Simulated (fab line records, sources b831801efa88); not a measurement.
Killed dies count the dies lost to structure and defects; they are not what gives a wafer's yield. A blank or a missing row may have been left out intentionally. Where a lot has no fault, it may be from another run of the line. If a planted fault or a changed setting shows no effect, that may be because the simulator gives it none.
fab line records -- flow gf180mcu
record: lots: 5, wafers: 15, last_day: 33
route steps=602 shown V3@440 M4@456
lots with no fault: from the same line, run without faults
start_h: start of the lot's first displayed wafer, in hours after the record's first day -- wait_h: hours from the lot's prior step to this one -- " same as the row above -- L1.1+2: a row that stands for several wafers -- - either no value or no given start -- * or withheld: withheld -- < > ~ a bound
route shown NAME@n: names a module that has steps shown in the file, with the first one's number in the route -- usual: mean and standard deviation over wafers with no fault -- same: alike in all rows -- chamber/n: place in a boat -- sites: per-site readings -- _std_site: how widely they spread, as a standard deviation -- _edge_site: the outer-site mean with the inner-site mean subtracted -- radius_mm: how far each site lies from the wafer's centre -- mask NAME#n: copy n -- behind: tool/chamber where the wafer was last shaped -- hold: reason for holding the lot/hours on hold/outcome of the hold -- device: which transistor (n, p or np) failed to switch -- end of line: the same wafers' tests at the end of the route -- for a step that has no rows: nothing shown but its recipe -- killed: at the first sort, the dies lost to defects and structure; wafer yield is something else -- map: shows each die of a wafer: x if killed, . if not, _ if none is there
set.NAME: the setting that was run; set.NAME@STEP: the one run at that earlier step -- model.NAME: the simulator's own value behind a step, which no gauge read
certain route steps with their lots: each step a table, each wafer a row
services: from which hour (start_h, from the record's first day; less than 0 if before it) a tool's chamber was out of use, for how many hours, and why
== steps ==
step: GF_V3_EXPOSE_11
recipe: mask_id: Via3, target_cd_nm: 260, na: 0.68, source_shape: conventional, sigma_outer: 0.6, dose_mj: 38
usual: stage_vel_mm_s: 500.03/0.25
lot.wafer,tool,chamber,start_h,wait_h,mask,stage_vel_mm_s
L085.2,krf_scanner-02,0,-,-,Via3#0,500.12
L085.4,krf_scanner-02,0,-,-,Via3#0,499.90
L085.5,krf_scanner-02,0,-,-,Via3#0,499.83
L086.1,krf_scanner-01,0,-,-,Via3#0,500.14
L086.3,krf_scanner-01,0,-,-,Via3#0,500.22
L086.6,krf_scanner-01,0,-,-,Via3#0,500.12
L089.1,krf_scanner-02,0,-,-,Via3#0,499.95
L089.5,krf_scanner-02,0,-,-,Via3#0,499.81
L089.6,krf_scanner-02,0,-,-,Via3#0,499.61
L090.1,krf_scanner-01,0,-,-,Via3#0,500.00
L090.2,krf_scanner-01,0,-,-,Via3#0,500.09
L090.4,krf_scanner-01,0,-,-,Via3#0,499.35
L091.2,krf_scanner-02,0,-,-,Via3#0,500.14
L091.3,krf_scanner-02,0,-,-,Via3#0,500.34
L091.5,krf_scanner-02,0,-,-,Via3#0,500.33
step: GF_V3_PEB_12
recipe: peb_temp_c: 135, peb_time_s: 90, resist: KrF
lot.wafer,tool,chamber,start_h,wait_h
L085.2+4+5,litho_track-01,0,-,-
L086.1+3+6,litho_track-01,0,-,-
L089.1+5+6,litho_track-03,0,-,-
L090.1+2+4,litho_track-04,0,-,-
L091.2+3+5,litho_track-03,0,-,-
step: GF_V3_DEVELOP_13
recipe: develop_time_s: 60, resist: KrF, dev_temp_c: 21
lot.wafer,tool,chamber,start_h,wait_h
L085.2+4+5,litho_track-01,0,612.52,0.2
L086.1+3+6,litho_track-01,0,617.85,0.2
L089.1+5+6,litho_track-03,0,640.57,0.2
L090.1+2+4,litho_track-04,0,644.44,0.2
L091.2+3+5,litho_track-03,0,649.29,0.2
step: GF_V3_CD_MEAS_14
recipe: target_cd_nm: 260
usual: cd_nm: 259.6/1
lot.wafer,tool,chamber,start_h,wait_h,cd_nm
L085.2,cd_sem-02,-,612.67,0.1,258.0
L085.4,cd_sem-02,-,612.67,0.1,259.2
L085.5,cd_sem-02,-,612.67,0.1,258.1
L086.1,cd_sem-02,-,618.00,0.1,260.6
L086.3,cd_sem-02,-,618.00,0.1,260.2
L086.6,cd_sem-02,-,618.00,0.1,260.6
L089.1,cd_sem-02,-,640.72,0.1,259.6
L089.5,cd_sem-02,-,640.72,0.1,259.4
L089.6,cd_sem-02,-,640.72,0.1,259.6
L090.1,cd_sem-01,-,644.60,0.1,259.6
L090.2,cd_sem-01,-,644.60,0.1,259.3
L090.4,cd_sem-01,-,644.60,0.1,260.0
L091.2,cd_sem-01,-,649.44,0.1,259.7
L091.3,cd_sem-01,-,649.44,0.1,258.7
L091.5,cd_sem-01,-,649.44,0.1,259.3
step: GF_V3_OVL_MEAS_15
usual: V3_OVL: 2/5
lot.wafer,tool,chamber,start_h,wait_h,V3_OVL[nm]
L085.2,overlay-01,-,612.77,0.1,3
L085.4,overlay-01,-,612.77,0.1,6
L085.5,overlay-01,-,612.77,0.1,0
L086.1,overlay-02,-,618.12,0.1,3
L086.3,overlay-02,-,618.12,0.1,4
L086.6,overlay-02,-,618.12,0.1,-1
L089.1,overlay-02,-,640.84,0.1,-3
L089.5,overlay-02,-,640.84,0.1,-5
L089.6,overlay-02,-,640.84,0.1,6
L090.1,overlay-01,-,644.72,0.1,-1
L090.2,overlay-01,-,644.72,0.1,0
L090.4,overlay-01,-,644.72,0.1,-1
L091.2,overlay-01,-,649.54,0.1,5
L091.3,overlay-01,-,649.54,0.1,2
L091.5,overlay-01,-,649.54,0.1,-1
step: GF_V3_ETCH_16
recipe: chemistry: N2/H2, target_depth_a: withheld, overetch_a: withheld, time_s: withheld, target: BARC, ion_energy_ev: 193.5, source_w: 500, bias_w: 100, pressure_mtorr: 30, n2_flow_sccm: 100, h2_flow_sccm: 200
usual: drypump_motor_current_A: 5.8/0.34, oes_product_au: 0.856/0.0048, throttle_valve_pct: 13.225/0.0097
lot.wafer,tool,chamber,start_h,wait_h,drypump_motor_current_A,oes_product_au,throttle_valve_pct
L085.2,rie_diel-03,3,612.80,0.0,5.6,0.850,13.233
L085.4,rie_diel-03,2,612.80,0.0,6.4,0.851,13.227
L085.5,rie_diel-03,2,612.80,0.0,6.4,0.858,13.225
L086.1,rie_diel-04,1,618.15,0.0,5.7,0.856,13.216
L086.3,rie_diel-04,2,618.15,0.0,5.8,0.852,13.225
L086.6,rie_diel-04,1,618.15,0.0,5.7,0.857,13.249
L089.1,rie_diel-04,3,640.87,0.0,5.7,0.859,13.226
L089.5,rie_diel-04,1,640.87,0.0,5.7,0.854,13.239
L089.6,rie_diel-04,2,640.87,0.0,5.9,0.861,13.214
L090.1,rie_diel-03,0,644.76,0.0,6.2,0.860,13.211
L090.2,rie_diel-03,1,644.76,0.0,5.6,0.855,13.221
L090.4,rie_diel-03,3,644.76,0.0,5.6,0.858,13.233
L091.2,rie_diel-01,0,649.57,0.0,5.7,0.871,13.232
L091.3,rie_diel-01,3,649.57,0.0,5.7,0.858,13.225
L091.5,rie_diel-01,1,649.57,0.0,5.3,0.857,13.228
step: GF_V3_ETCH_17
recipe: chemistry: C4F8/O2/Ar, mask_material: KrF, target: SiO2, stop_on: TiN, source_w: 1500, bias_w: 1200, pressure_mtorr: 40, c4f8_flow_sccm: withheld, O2_flow_sccm: 6, Ar_flow_sccm: 300, time_s: withheld, target_depth_a: 6350
usual: oes_product_au: 0.856/0.0043
lot.wafer,tool,chamber,start_h,wait_h,oes_product_au
L085.2,rie_diel-03,3,-,-,0.857
L085.4,rie_diel-03,2,-,-,0.853
L085.5,rie_diel-03,2,-,-,0.857
L086.1,rie_diel-04,1,-,-,0.860
L086.3,rie_diel-04,2,-,-,0.854
L086.6,rie_diel-04,1,-,-,0.853
L089.1,rie_diel-04,3,-,-,0.860
L089.5,rie_diel-04,1,-,-,0.856
L089.6,rie_diel-04,2,-,-,0.864
L090.1,rie_diel-03,0,-,-,0.857
L090.2,rie_diel-03,1,-,-,0.860
L090.4,rie_diel-03,3,-,-,0.846
L091.2,rie_diel-01,0,-,-,0.856
L091.3,rie_diel-01,3,-,-,0.855
L091.5,rie_diel-01,1,-,-,0.856
step: GF_V3_STRIP_18
recipe: chemistry: O2/N2, power_w: 1400, pressure_mtorr: 1500, platen_temp_c: 250, o2_flow_sccm: 3000, n2_flow_sccm: 300, overash_fraction: 0.5
usual: drypump_motor_current_A: 5.8/0.32, heater_power_w: 295/28, oes_product_au: 0.594/0.0048
lot.wafer,tool,chamber,start_h,wait_h,drypump_motor_current_A,heater_power_w,oes_product_au,rf_hours_counter_h
L085.2,plasma_asher-02,1,612.93,-,5.6,304,0.596,49
L085.4,plasma_asher-02,1,612.93,-,5.6,306,0.595,-
L085.5,plasma_asher-02,1,612.93,-,5.6,314,0.597,-
L086.1,plasma_asher-02,0,618.28,-,6.0,276,0.598,50
L086.3,plasma_asher-02,0,618.28,-,6.0,272,0.590,-
L086.6,plasma_asher-02,1,618.28,-,5.6,299,0.589,-
L089.1,plasma_asher-04,1,641.00,-,5.0,327,0.596,22
L089.5,plasma_asher-04,1,641.00,-,5.0,334,0.588,-
L089.6,plasma_asher-04,0,641.00,-,6.3,330,0.596,-
L090.1,plasma_asher-02,1,644.89,-,5.6,297,0.589,53
L090.2,plasma_asher-02,0,644.89,-,6.0,278,0.594,53
L090.4,plasma_asher-02,0,644.89,-,6.0,272,0.593,-
L091.2,plasma_asher-04,0,649.70,-,6.3,322,0.591,23
L091.3,plasma_asher-04,1,649.70,-,5.0,330,0.591,-
L091.5,plasma_asher-04,1,649.70,-,5.0,319,0.594,-
step: GF_V3_STRIP_19
recipe: chemistry: post_etch_residue_remover, time_s: 1200, temp_c: 72.5
lot.wafer,tool,chamber,start_h,wait_h
L085.2+4+5,wet_bench-03,3,613.03,0.1
L086.1+3+6,wet_bench-04,1,618.38,0.1
L089.1+5+6,wet_bench-04,0,641.10,0.1
L090.1+2+4,wet_bench-04,3,644.99,0.1
L091.2+3+5,wet_bench-03,0,649.80,0.1
step: GF_V3_CLEAN_20
recipe: chemistry: DIW, dry: n2_spin
lot.wafer,tool,chamber,start_h,wait_h
L085.2+4+5,wet_bench-02,1,613.37,0.0
L086.1+3+6,wet_bench-03,1,618.76,0.0
L089.1+5+6,wet_bench-03,3,641.44,0.0
L090.1+2+4,wet_bench-02,2,645.33,0.0
L091.2+3+5,wet_bench-04,2,650.14,0.0
step: GF_V3_SPUTTER_21
recipe: material: Ti, target_thk_nm: 15, chamber_pressure_pa: 5, power_w: 2500, substrate_temp_c: 200, time_s: 80.02
usual: throttle_valve_pct: 30.2/1.2
lot.wafer,tool,chamber,start_h,wait_h,throttle_valve_pct
L085.2,pvd_sputter-01,-,613.47,0.0,29.9
L085.4,pvd_sputter-01,-,613.47,0.0,30.8
L085.5,pvd_sputter-01,-,613.47,0.0,30.3
L086.1,pvd_sputter-02,-,618.85,0.0,31.3
L086.3,pvd_sputter-02,-,618.85,0.0,31.7
L086.6,pvd_sputter-02,-,618.85,0.0,30.0
L089.1,pvd_sputter-01,-,641.53,0.0,30.8
L089.5,pvd_sputter-01,-,641.53,0.0,30.9
L089.6,pvd_sputter-01,-,641.53,0.0,28.3
L090.1,pvd_sputter-02,-,645.42,0.0,30.0
L090.2,pvd_sputter-02,-,645.42,0.0,32.0
L090.4,pvd_sputter-02,-,645.42,0.0,31.4
L091.2,pvd_sputter-01,-,650.23,0.0,31.1
L091.3,pvd_sputter-01,-,650.23,0.0,29.0
L091.5,pvd_sputter-01,-,650.23,0.0,28.8
step: GF_V3_SPUTTER_22
recipe: material: TiN, target_thk_nm: 10, chamber_pressure_pa: 5, power_w: 4000, time_s: 40
usual: throttle_valve_pct: 30.2/1.2
lot.wafer,tool,chamber,start_h,wait_h,throttle_valve_pct
L085.2,pvd_sputter-01,-,613.53,0.0,30.1
L085.4,pvd_sputter-01,-,613.53,0.0,30.8
L085.5,pvd_sputter-01,-,613.53,0.0,30.2
L086.1,pvd_sputter-02,-,618.91,0.0,31.2
L086.3,pvd_sputter-02,-,618.91,0.0,31.7
L086.6,pvd_sputter-02,-,618.91,0.0,30.1
L089.1,pvd_sputter-01,-,641.60,0.0,30.8
L089.5,pvd_sputter-01,-,641.60,0.0,30.8
L089.6,pvd_sputter-01,-,641.60,0.0,28.1
L090.1,pvd_sputter-02,-,645.48,0.0,30.0
L090.2,pvd_sputter-02,-,645.48,0.0,32.2
L090.4,pvd_sputter-02,-,645.48,0.0,31.3
L091.2,pvd_sputter-01,-,650.30,0.0,31.2
L091.3,pvd_sputter-01,-,650.30,0.0,29.2
L091.5,pvd_sputter-01,-,650.30,0.0,29.1
step: GF_V3_CVD_23
recipe: material: W, target_thk_nm: 350, time_s: 104.9, temp_c: 400, pressure_torr: 40
usual: heater_power_w: 826/81, susceptor_temp_C: 399.98/0.21
lot.wafer,tool,chamber,start_h,wait_h,heater_power_w,susceptor_temp_C
L085.2,cvd_w-01,1,613.57,0.0,808,399.94
L085.4,cvd_w-01,1,613.57,0.0,809,399.99
L085.5,cvd_w-01,1,613.57,0.0,824,400.14
L086.1,cvd_w-01,0,618.95,0.0,819,399.96
L086.3,cvd_w-01,1,618.95,0.0,791,399.95
L086.6,cvd_w-01,0,618.95,0.0,810,399.90
L089.1,cvd_w-01,1,641.63,0.0,804,399.79
L089.5,cvd_w-01,1,641.63,0.0,814,400.09
L089.6,cvd_w-01,0,641.63,0.0,805,400.17
L090.1,cvd_w-01,0,645.52,0.0,815,399.88
L090.2,cvd_w-01,1,645.52,0.0,816,400.19
L090.4,cvd_w-01,1,645.52,0.0,816,400.04
L091.2,cvd_w-01,1,650.33,0.0,801,399.65
L091.3,cvd_w-01,0,650.33,0.0,826,400.04
L091.5,cvd_w-01,0,650.33,0.0,834,399.70
step: GF_V3_RS_MEAS_24
recipe: thk_meas_gauge: four-point-probe, reads: W_of_V3_CVD_23+TiN_of_V3_SPUTTER_22+Ti_of_V3_SPUTTER_21
usual: V3_W_RS: 0.327/0.0038
lot.wafer,tool,chamber,start_h,wait_h,V3_W_RS[ohm/sq]
L085.2,film_metro-03,-,613.70,0.1,0.329
L085.4,film_metro-03,-,613.70,0.1,0.331
L085.5,film_metro-03,-,613.70,0.1,0.325
L086.1,film_metro-04,-,619.06,0.1,0.332
L086.3,film_metro-04,-,619.06,0.1,0.325
L086.6,film_metro-04,-,619.06,0.1,0.335
L089.1,film_metro-04,-,641.75,0.1,0.325
L089.5,film_metro-04,-,641.75,0.1,0.327
L089.6,film_metro-04,-,641.75,0.1,0.326
L090.1,film_metro-03,-,645.63,0.1,0.332
L090.2,film_metro-03,-,645.63,0.1,0.328
L090.4,film_metro-03,-,645.63,0.1,0.328
L091.2,film_metro-04,-,650.53,0.2,0.326
L091.3,film_metro-04,-,650.53,0.2,0.329
L091.5,film_metro-04,-,650.53,0.2,0.327
step: GF_V3_THK_MEAS_25
recipe: thk_meas_gauge: xrf, reads: W_of_V3_CVD_23
usual: V3_W_THK: 334/4.3
lot.wafer,tool,chamber,start_h,wait_h,V3_W_THK[nm]
L085.2,film_metro-03,-,613.81,0.1,338
L085.4,film_metro-03,-,613.81,0.1,335
L085.5,film_metro-03,-,613.81,0.1,340
L086.1,film_metro-04,-,619.18,0.1,328
L086.3,film_metro-04,-,619.18,0.1,334
L086.6,film_metro-04,-,619.18,0.1,323
L089.1,film_metro-04,-,641.87,0.1,336
L089.5,film_metro-04,-,641.87,0.1,335
L089.6,film_metro-04,-,641.87,0.1,334
L090.1,film_metro-03,-,645.75,0.1,332
L090.2,film_metro-03,-,645.75,0.1,338
L090.4,film_metro-03,-,645.75,0.1,334
L091.2,film_metro-04,-,650.64,0.1,333
L091.3,film_metro-04,-,650.64,0.1,330
L091.5,film_metro-04,-,650.64,0.1,334
step: GF_V3_CMP_26
recipe: stop_on: SiO2, down_force_psi: 3.5, platen_rpm: 60, t_overpolish_s: 15, target_thk_nm: 0, pad_velocity_m_s: 0.94248
usual: motor_current_A: 10.6/0.81, overpolish_run_s: 15.000/0.009, time_to_endpoint_s: 85/3.2
lot.wafer,tool,chamber,start_h,wait_h,motor_current_A,overpolish_run_s,time_to_endpoint_s
L085.2,cmp-01,1,613.91,0.1,11.0,15.002,90
L085.4,cmp-01,2,613.91,0.1,10.2,14.991,84
L085.5,cmp-01,1,613.91,0.1,12.4,15.014,85
L086.1,cmp-02,0,619.29,0.1,10.7,14.997,83
L086.3,cmp-02,2,619.29,0.1,11.0,14.995,92
L086.6,cmp-02,3,619.29,0.1,10.2,15.000,82
L089.1,cmp-01,3,642.03,0.1,12.8,15.005,82
L089.5,cmp-01,1,642.03,0.1,11.6,14.980,82
L089.6,cmp-01,2,642.03,0.1,9.9,15.001,84
L090.2,cmp-02,0,645.81,0.0,10.3,15.012,82
L090.1,cmp-02,1,645.81,0.0,10.1,15.002,83
L090.4,cmp-02,2,645.81,0.0,10.3,14.984,86
L091.3,cmp-01,3,650.79,0.1,12.5,15.008,81
L091.2,cmp-01,0,650.79,0.1,9.8,14.990,89
L091.5,cmp-01,1,650.79,0.1,11.8,14.993,83
step: GF_M4_SPUTTER_00
recipe: material: Ti, target_thk_nm: 37.5, arriving_ion_energy_ev: 80, substrate_temp_c: 200, chamber_pressure_pa: 2, power_w: 4000, time_s: 150
usual: throttle_valve_pct: 29.7/1.2
lot.wafer,tool,chamber,start_h,wait_h,throttle_valve_pct
L085.2,pvd_sputter-03,-,614.16,0.2,28.7
L085.4,pvd_sputter-03,-,614.16,0.2,30.5
L085.5,pvd_sputter-03,-,614.16,0.2,30.3
L086.1,pvd_sputter-04,-,619.54,0.2,27.0
L086.3,pvd_sputter-04,-,619.54,0.2,30.7
L086.6,pvd_sputter-04,-,619.54,0.2,27.4
L089.1,pvd_sputter-04,-,642.23,0.1,30.7
L089.5,pvd_sputter-04,-,642.23,0.1,30.7
L089.6,pvd_sputter-04,-,642.23,0.1,27.2
L090.1,pvd_sputter-04,-,646.11,0.2,30.6
L090.2,pvd_sputter-04,-,646.11,0.2,29.6
L090.4,pvd_sputter-04,-,646.11,0.2,30.8
L091.2,pvd_sputter-03,-,650.99,0.1,30.7
L091.3,pvd_sputter-03,-,650.99,0.1,30.0
L091.5,pvd_sputter-03,-,650.99,0.1,30.5
step: GF_M4_SPUTTER_01
recipe: material: TiN, target_thk_nm: 30, power_w: 6500, time_s: 25, chamber_pressure_pa: 0.4
usual: throttle_valve_pct: 29.7/1.2
lot.wafer,tool,chamber,start_h,wait_h,throttle_valve_pct
L085.2,pvd_sputter-03,-,614.26,0.1,29.0
L085.4,pvd_sputter-03,-,614.26,0.1,30.9
L085.5,pvd_sputter-03,-,614.26,0.1,30.6
L086.1,pvd_sputter-04,-,619.64,0.1,27.2
L086.3,pvd_sputter-04,-,619.64,0.1,30.6
L086.6,pvd_sputter-04,-,619.64,0.1,27.3
L089.1,pvd_sputter-04,-,642.33,0.1,30.6
L089.5,pvd_sputter-04,-,642.33,0.1,30.6
L089.6,pvd_sputter-04,-,642.33,0.1,27.2
L090.1,pvd_sputter-04,-,646.21,0.1,30.6
L090.2,pvd_sputter-04,-,646.21,0.1,29.6
L090.4,pvd_sputter-04,-,646.21,0.1,30.4
L091.2,pvd_sputter-03,-,651.09,0.1,30.4
L091.3,pvd_sputter-03,-,651.09,0.1,30.1
L091.5,pvd_sputter-03,-,651.09,0.1,30.1
step: GF_M4_SPUTTER_02
recipe: material: AlCu, target_thk_nm: 450, power_w: 10600, time_s: 23.9, chamber_pressure_pa: 0.4
usual: throttle_valve_pct: 29.7/1.2
lot.wafer,tool,chamber,start_h,wait_h,throttle_valve_pct
L085.2,pvd_sputter-03,-,614.29,0.0,29.2
L085.4,pvd_sputter-03,-,614.29,0.0,30.7
L085.5,pvd_sputter-03,-,614.29,0.0,30.5
L086.1,pvd_sputter-04,-,619.67,0.0,27.5
L086.3,pvd_sputter-04,-,619.67,0.0,30.5
L086.6,pvd_sputter-04,-,619.67,0.0,27.2
L089.1,pvd_sputter-04,-,642.36,0.0,30.5
L089.5,pvd_sputter-04,-,642.36,0.0,30.6
L089.6,pvd_sputter-04,-,642.36,0.0,27.2
L090.1,pvd_sputter-04,-,646.24,0.0,30.6
L090.2,pvd_sputter-04,-,646.24,0.0,29.3
L090.4,pvd_sputter-04,-,646.24,0.0,30.6
L091.2,pvd_sputter-03,-,651.12,0.0,30.8
L091.3,pvd_sputter-03,-,651.12,0.0,29.9
L091.5,pvd_sputter-03,-,651.12,0.0,30.0
step: GF_M4_SPUTTER_03
recipe: material: Ti, target_thk_nm: 10, substrate_temp_c: 300, chamber_pressure_pa: 0.3, power_w: 3000, time_s: 6.7
usual: throttle_valve_pct: 29.7/1.2
lot.wafer,tool,chamber,start_h,wait_h,throttle_valve_pct
L085.2,pvd_sputter-03,-,614.32,0.0,29.0
L085.4,pvd_sputter-03,-,614.32,0.0,30.8
L085.5,pvd_sputter-03,-,614.32,0.0,30.8
L086.1,pvd_sputter-04,-,619.70,0.0,27.2
L086.3,pvd_sputter-04,-,619.70,0.0,30.8
L086.6,pvd_sputter-04,-,619.70,0.0,27.1
L089.1,pvd_sputter-04,-,642.39,0.0,30.7
L089.5,pvd_sputter-04,-,642.39,0.0,30.8
L089.6,pvd_sputter-04,-,642.39,0.0,27.3
L090.1,pvd_sputter-04,-,646.27,0.0,30.5
L090.2,pvd_sputter-04,-,646.27,0.0,29.7
L090.4,pvd_sputter-04,-,646.27,0.0,30.5
L091.2,pvd_sputter-03,-,651.15,0.0,30.8
L091.3,pvd_sputter-03,-,651.15,0.0,30.2
L091.5,pvd_sputter-03,-,651.15,0.0,30.2
step: GF_M4_SPUTTER_04
recipe: material: TiN, target_thk_nm: 50, power_w: 6500, time_s: 40.29, chamber_pressure_pa: 0.4
usual: throttle_valve_pct: 29.7/1.2
lot.wafer,tool,chamber,start_h,wait_h,throttle_valve_pct
L085.2,pvd_sputter-03,-,614.34,0.0,28.8
L085.4,pvd_sputter-03,-,614.34,0.0,30.8
L085.5,pvd_sputter-03,-,614.34,0.0,30.8
L086.1,pvd_sputter-04,-,619.72,0.0,27.3
L086.3,pvd_sputter-04,-,619.72,0.0,30.6
L086.6,pvd_sputter-04,-,619.72,0.0,27.5
L089.1,pvd_sputter-04,-,642.41,0.0,30.9
L089.5,pvd_sputter-04,-,642.41,0.0,30.6
L089.6,pvd_sputter-04,-,642.41,0.0,27.2
L090.1,pvd_sputter-04,-,646.29,0.0,30.8
L090.2,pvd_sputter-04,-,646.29,0.0,29.5
L090.4,pvd_sputter-04,-,646.29,0.0,30.6
L091.2,pvd_sputter-03,-,651.17,0.0,30.9
L091.3,pvd_sputter-03,-,651.17,0.0,30.1
L091.5,pvd_sputter-03,-,651.17,0.0,30.2
== services ==
tool,chamber,start_h,hours,kind
litho_track-04,-,579.08,-,consumable_replace:filter
pvd_sputter-02,-,579.16,1.7,repair
cvd_w-01,-,579.53,0.4,repair
pvd_sputter-03,-,586.59,6.1,repair
rie_diel-04,3,587.40,4.9,repair
krf_scanner-01,-,588.49,1.0,pm
krf_scanner-01,-,591.09,0.4,repair
krf_scanner-02,-,594.38,1.0,pm
krf_scanner-01,-,595.65,1.7,repair
wet_bench-04,-,599.14,1.2,repair
rie_diel-01,0,601.56,4.1,repair
rie_diel-01,2,604.35,9.4,repair
cmp-01,-,607.20,4.3,pm
pvd_sputter-03,3,611.56,-,consumable_replace:kit
pvd_sputter-03,3,611.56,18.0,scheduled_down
pvd_sputter-03,3,611.56,18.0,vent_cycle
cvd_w-01,-,615.00,2.8,pm
krf_scanner-01,-,617.44,0.8,pm
cmp-01,-,635.22,1.1,repair
krf_scanner-01,0,637.34,-,calibration
krf_scanner-01,-,643.26,4.4,pm
wet_bench-02,-,644.08,1.2,repair
krf_scanner-02,-,647.75,4.4,pm
cmp-02,-,649.49,3.4,pm
== key ==
fault none
